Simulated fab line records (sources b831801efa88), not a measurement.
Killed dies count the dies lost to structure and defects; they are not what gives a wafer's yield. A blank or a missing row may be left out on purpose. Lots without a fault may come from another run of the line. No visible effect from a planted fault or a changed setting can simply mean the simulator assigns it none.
Which tool did it? :: flow sky130 :: Sampling: 14 lots, 42 wafers, 5 of 708 route steps

## WHAT EACH GAUGE READ, for each wafer
SKY_CAPM_THK_MEAS_04: measures by xrf.
lot: L681
measured: day 36 19:47
on: filmMetro-01
CAPM_TIN_THK (nm): 199.5 203.2 199.2

lot: L682
measured: day 36 23:05
on: filmMetro-02
CAPM_TIN_THK (nm): 207.0 201.9 205.6

lot: L683
measured: day 37 01:51
on: filmMetro-03
CAPM_TIN_THK (nm): 202.5 200.4 201.5

lot: L684
measured: day 38 01:04
on: filmMetro-02
CAPM_TIN_THK (nm): 202.0 207.6 202.1

lot: L685
measured: day 38 07:12
on: filmMetro-01
CAPM_TIN_THK (nm): 199.8 197.0 198.6

lot: L686
measured: day 38 10:32
on: filmMetro-02
CAPM_TIN_THK (nm): 208.1 201.2 202.2

lot: L687
measured: day 38 21:16
on: filmMetro-01
CAPM_TIN_THK (nm): 197.7 201.2 197.8

lot: L688
measured: day 39 06:40
on: filmMetro-01
CAPM_TIN_THK (nm): 201.8 196.4 192.2

lot: L696
measured: day 41 09:22
on: filmMetro-03
CAPM_TIN_THK (nm): 199.9 205.2 201.4

lot: L697
measured: day 41 15:18
on: filmMetro-03
CAPM_TIN_THK (nm): 202.6 198.1 202.2

lot: L699
measured: day 42 05:10
on: filmMetro-03
CAPM_TIN_THK (nm): 199.6 200.1 201.5

lot: L700
measured: day 42 10:01
on: filmMetro-02
CAPM_TIN_THK (nm): 203.5 205.6 201.4

lot: L701
measured: day 42 17:42
on: filmMetro-02
CAPM_TIN_THK (nm): 204.0 201.8 201.9

lot: L703
measured: day 43 03:22
on: filmMetro-02
CAPM_TIN_THK (nm): 204.8 202.7 200.4

SKY_CAPM_OVL_MEAS_12.
lot: L681
measured: day 37 21:05
on: overlay-01
CAPM_OVL (nm): 0.5 -0.3 0.6

lot: L682
measured: day 38 00:56
on: overlay-02
CAPM_OVL (nm): -0.5 1.3 -1.1

lot: L683
measured: day 38 03:58
on: overlay-02
CAPM_OVL (nm): -2.3 -0.9 -0.4

lot: L684
measured: day 39 02:40
on: overlay-02
CAPM_OVL (nm): 0.6 -0.6 2.3

lot: L685
measured: day 39 08:19
on: overlay-02
CAPM_OVL (nm): 0.6 2.9 1.9

lot: L686
measured: day 39 11:49
on: overlay-01
CAPM_OVL (nm): 1.4 1.1 2.1

lot: L687
measured: day 39 22:16
on: overlay-01
CAPM_OVL (nm): 1.0 -0.4 0.5

lot: L688
measured: day 40 07:14
on: overlay-01
CAPM_OVL (nm): -0.8 -0.7 -0.1

lot: L696
measured: day 42 09:29
on: overlay-01
CAPM_OVL (nm): 0.2 -1.1 0.9

lot: L697
measured: day 42 14:50
on: overlay-02
CAPM_OVL (nm): -0.1 -1.2 0.0

lot: L699
measured: day 43 04:22
on: overlay-01
CAPM_OVL (nm): 2.1 2.8 2.0

lot: L700
measured: day 43 08:55
on: overlay-01
CAPM_OVL (nm): 0.5 -1.5 -0.2

lot: L701
measured: day 43 16:56
on: overlay-01
CAPM_OVL (nm): -0.7 -0.8 -0.7

lot: L703
measured: day 44 02:04
on: overlay-01
CAPM_OVL (nm): 0.3 1.3 -0.4

SKY_METAL3_CD_MEAS_13: target cd 300 nm.
lot: L681
measured: day 38 22:53
on: cdSem-01
cdNm (nm): 297.6 298.9 297.7

lot: L682
measured: day 39 02:43
on: cdSem-01
cdNm (nm): 302.5 303.0 301.6

lot: L683
measured: day 39 05:23
on: cdSem-01
cdNm (nm): 299.9 300.8 300.6

lot: L684
measured: day 40 03:20
on: cdSem-01
cdNm (nm): 301.6 299.4 301.0

lot: L685
measured: day 40 09:39
on: cdSem-01
cdNm (nm): 297.4 299.6 297.4

lot: L686
measured: day 40 14:10
on: cdSem-01
cdNm (nm): 301.6 302.7 301.9

lot: L687
measured: day 40 23:49
on: cdSem-02
cdNm (nm): 247.1 298.8 298.9

lot: L688
measured: day 41 07:46
on: cdSem-01
cdNm (nm): 302.1 248.2 301.5

lot: L696
measured: day 43 09:17
on: cdSem-02
cdNm (nm): 300.4 299.4 299.7

lot: L697
measured: day 43 13:32
on: cdSem-02
cdNm (nm): 299.1 298.0 298.9

lot: L699
measured: day 44 04:10
on: cdSem-01
cdNm (nm): 302.2 301.0 301.8

lot: L700
measured: day 44 09:07
on: cdSem-02
cdNm (nm): 302.7 303.3 302.6

lot: L701
measured: day 44 16:10
on: cdSem-02
cdNm (nm): 299.3 300.1 302.2

lot: L703
measured: day 45 00:28
on: cdSem-02
cdNm (nm): 303.7 301.6 303.2

## EACH LOT AND THE TOOL THAT RAN IT (in order: tool; ch and the chambers of the sampled wafers; start)
lot: L681
SKY_METAL3_SPUTTER_03: pvdSputter-03, day 36 19:23
SKY_METAL3_EXPOSE_10: krfScanner-01 ch 0, day 38 10:34

lot: L682
SKY_METAL3_SPUTTER_03: pvdSputter-01, day 36 22:41
SKY_METAL3_EXPOSE_10: krfScanner-01 ch 0, day 38 14:16

lot: L683
SKY_METAL3_SPUTTER_03: pvdSputter-03, day 37 01:29
SKY_METAL3_EXPOSE_10: krfScanner-01 ch 0, day 38 16:58

lot: L684
SKY_METAL3_SPUTTER_03: pvdSputter-01, day 38 00:41
SKY_METAL3_EXPOSE_10: krfScanner-01 ch 0, day 39 15:23

lot: L685
SKY_METAL3_SPUTTER_03: pvdSputter-01, day 38 06:49
SKY_METAL3_EXPOSE_10: krfScanner-02 ch 0, day 39 20:56

lot: L686
SKY_METAL3_SPUTTER_03: pvdSputter-03, day 38 10:10
SKY_METAL3_EXPOSE_10: krfScanner-01 ch 0, day 40 00:58

lot: L687
SKY_METAL3_SPUTTER_03: pvdSputter-03, day 38 20:53
SKY_METAL3_EXPOSE_10: krfScanner-01 ch 0, day 40 11:56

lot: L688
SKY_METAL3_SPUTTER_03: pvdSputter-03, day 39 06:16
SKY_METAL3_EXPOSE_10: krfScanner-01 ch 0, day 40 20:07

lot: L696
SKY_METAL3_SPUTTER_03: pvdSputter-03, day 41 08:59
SKY_METAL3_EXPOSE_10: krfScanner-02 ch 0, day 42 22:24

lot: L697
SKY_METAL3_SPUTTER_03: pvdSputter-01, day 41 14:53
SKY_METAL3_EXPOSE_10: krfScanner-02 ch 0, day 43 02:32

lot: L699
SKY_METAL3_SPUTTER_03: pvdSputter-01, day 42 04:47
SKY_METAL3_EXPOSE_10: krfScanner-02 ch 0, day 43 17:08

lot: L700
SKY_METAL3_SPUTTER_03: pvdSputter-01, day 42 09:38
SKY_METAL3_EXPOSE_10: krfScanner-01 ch 0, day 43 21:40

lot: L701
SKY_METAL3_SPUTTER_03: pvdSputter-03, day 42 17:17
SKY_METAL3_EXPOSE_10: krfScanner-01 ch 0, day 44 05:00

lot: L703
SKY_METAL3_SPUTTER_03: pvdSputter-03, day 43 02:59
SKY_METAL3_EXPOSE_10: krfScanner-02 ch 0, day 44 14:01
- SKY_METAL3_SPUTTER_03: material Ti, target thk 5 nm, time 3.3 s.
- SKY_METAL3_EXPOSE_10: exposes mask MM3, target cd 300 nm.

## WHAT THE TOOLS THEMSELVES READ (means of the sampled wafers that have a number; where no wafer has one, the mark that the record gives instead)
SKY_METAL3_SPUTTER_03.
lot: L681
tool: pvdSputter-03
throttleValvePct (%): 29.5

lot: L682
tool: pvdSputter-01
throttleValvePct (%): 29.9

lot: L683
tool: pvdSputter-03
throttleValvePct (%): 30.1

lot: L684
tool: pvdSputter-01
throttleValvePct (%): 29.3

lot: L685
tool: pvdSputter-01
throttleValvePct (%): 29.5

lot: L686
tool: pvdSputter-03
throttleValvePct (%): 30.4

lot: L687
tool: pvdSputter-03
throttleValvePct (%): 30.3

lot: L688
tool: pvdSputter-03
throttleValvePct (%): 30.5

lot: L696
tool: pvdSputter-03
throttleValvePct (%): 29.5

lot: L697
tool: pvdSputter-01
throttleValvePct (%): 30.5

lot: L699
tool: pvdSputter-01
throttleValvePct (%): 30.4

lot: L700
tool: pvdSputter-01
throttleValvePct (%): 30.0

lot: L701
tool: pvdSputter-03
throttleValvePct (%): 30.2

lot: L703
tool: pvdSputter-03
throttleValvePct (%): 30.0

## THE ANSWER, worked out from the rows above alone
Rule: the lots themselves supply what counts as usual. Put in order of their means at a reading, lots are off if they are a third of the lots or fewer, leave a main group of 4 or more, and stand apart from it by a gap of 3 or more times the standard deviation of the main group's means; of several such gaps the widest counts. The tables above print the reading to a certain number of digits; a main group whose means all agree to those digits is not used. A lot without any number at a reading at which 4 lots or more have one is off too. Where the step has rows for the other lots, those lots are counted as sound. The gauges are gone through in route order, then the tools' own readings, and for those a lot's mean is taken as printed above. At the first step where some lot is off, the reading lying furthest off is the one used; lots without a number count as furthest.
Off: L687, L688, at SKY_METAL3_CD_MEAS_13 (cdNm). Main group: mean 300.7 nm, sd 1.7.
If a tool, at a process step before that reading, ran all the lots that are off and no sound lot after the first of them, it fits. The gauges at SKY_METAL3_CD_MEAS_13 are tried like those tools. None of those tried fits.

## WHAT THE SIMULATOR PUT IN
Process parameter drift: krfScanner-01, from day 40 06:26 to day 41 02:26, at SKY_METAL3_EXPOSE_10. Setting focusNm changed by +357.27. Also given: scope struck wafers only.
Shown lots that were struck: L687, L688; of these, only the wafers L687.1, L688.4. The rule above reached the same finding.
